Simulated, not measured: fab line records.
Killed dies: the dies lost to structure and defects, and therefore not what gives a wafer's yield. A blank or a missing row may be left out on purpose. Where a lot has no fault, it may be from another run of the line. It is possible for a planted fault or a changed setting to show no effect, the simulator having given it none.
A struck lot beside a sound one | flow sky130 | 15 steps out of a route of 708
Sound: these wafers, L277.1, L277.2, L277.6. Struck: wafer L295.3. (L295.2 of the same lot was not struck and is left out.) The cause comes at the end.
Per side, at each step with rows, come the tool, then ch with its chambers, and then its first start. Under that, the readings that differ: sound wafers | struck wafers | difference of the means | sigmas: that difference in standard deviations of wafers without a fault.
alike: same words and numbers on both sides, and readings whose means sit less than 2 such deviations apart. not compared: any withheld reading, any reading some wafer has no value for, any bound like >300 that may hide the same value, and any number with overlapping values for which the record gives no deviation.
The two part at a step that has a row with sigmas, a row that says differs or no value, or rows on one side only. Non-overlapping numbers with no deviation appear without sigmas and do not part them. A reading missing from all wafers of one side parts the sides only when that side holds two or more wafers.

first, 5 steps without rows for these wafers: SKY_LI_CONTACT_COAT_07 (resist thk 450 nm); SKY_LI_CONTACT_SOFTBAKE_08 (time 90 s); SKY_LI_CONTACT_EXPOSE_09 (exposes mask LICM1, target cd 170 nm); SKY_LI_CONTACT_PEB_10; SKY_LI_CONTACT_DEVELOP_11 (develop time 60 s).
SKY_LI_CONTACT_CD_MEAS_12: target cd 170 nm.
  struck on cd_sem-01, day 35 14:44; sound on cd_sem-01, day 29 19:31
  reading    | sound             | struck | difference | sigmas
  cd_nm (nm) | 174.3 173.0 175.1 | 170.3  | -3.8       | -2
SKY_LI_CONTACT_OVL_MEAS_13:
  struck on overlay-01, day 35 14:51; sound on overlay-01, day 29 19:38
  alike: LI_CONTACT_OVL
SKY_LI_CONTACT_ETCH_14: etches BARC in N2/H2, stops on SiO2, time 45.9 s, target depth 60 nm.
  sound on rie_diel-01 ch 0,1,2, day 29 19:41; struck on rie_diel-02 ch 1, day 35 14:53
  reading    | sound           | struck | difference | sigmas
  bias_w (W) | 99.6 100.0 99.7 | 100.4  | +0.6       | +2
  alike: chamber_pressure_mTorr, drypump_motor_current_A, oes_product_au, throttle_valve_pct
  not compared: rf_hours_counter_h
SKY_LI_CONTACT_ETCH_15: etches PSG in C4F8/O2/Ar, stops on Si, target depth 600 nm.
  sound on rie_diel-01 ch 0,1,2, day 29 19:43; struck on rie_diel-02 ch 1, day 35 14:55
  alike: bias_w, chamber_pressure_mTorr, oes_product_au
SKY_LI_CONTACT_STRIP_16: strips in O2/N2.
  sound on plasma_asher-03 ch 0,1, day 29 19:49; struck on plasma_asher-03 ch 0, day 35 15:01
  reading                      | sound          | struck | difference | sigmas
  strip_time_to_endpoint_s (s) | 3.51 3.53 3.51 | 3.43   | -0.09      | -3
  alike: chamber_pressure_mTorr, drypump_motor_current_A, o2_flow_sccm, oes_product_au
  not compared: rf_hours_counter_h
then, 2 steps without rows for these wafers: SKY_LI_CONTACT_CLEAN_17 (cleans in NMP, time 600 s); SKY_LI_CONTACT_PRE_CLEAN_18 (time 5.6 s).
SKY_LI_CONTACT_SPUTTER_19: material Ti, target thk 20 nm, time 106.37 s.
  struck on pvd_sputter-03, day 35 15:19; sound on pvd_sputter-01, day 29 20:07
  reading                                       | sound             | struck | difference | sigmas
  model.Ti_of_LI_CONTACT_SPUTTER_19.thk_nm (nm) | 19.73 19.83 19.89 | 32.99  | +13.17     |
  alike: throttle_valve_pct
SKY_LI_CONTACT_SPUTTER_20: material TiN, target thk 20 nm, time 80 s.
  struck on pvd_sputter-03, day 35 15:24; sound on pvd_sputter-01, day 29 20:11
  alike: throttle_valve_pct
-- a jump in the record: the struck wafers' starts before and after are 15 days apart (it breaks off in module LI_CONTACT and resumes in module PAD_OPEN, where the first step shown is number 708 of the route) --
SKY_PAD_OPEN_PROBE_99:
  struck on prober-02, day 50 08:31; sound on prober-02, day 46 07:21
  alike: killed_at_M0_to_M3, killed_at_M4_up, killed_at_contacts, killed_at_front_end, killed_at_other, killed_dies, killed_open, killed_short

== WHERE THEY PART ==
Earliest at SKY_LI_CONTACT_CD_MEAS_12; latest, in this record, at SKY_LI_CONTACT_STRIP_16. Later steps at which nothing parts them and some readings are alike: SKY_LI_CONTACT_SPUTTER_19, SKY_LI_CONTACT_SPUTTER_20, SKY_PAD_OPEN_PROBE_99.

WHY: what the simulator had put in
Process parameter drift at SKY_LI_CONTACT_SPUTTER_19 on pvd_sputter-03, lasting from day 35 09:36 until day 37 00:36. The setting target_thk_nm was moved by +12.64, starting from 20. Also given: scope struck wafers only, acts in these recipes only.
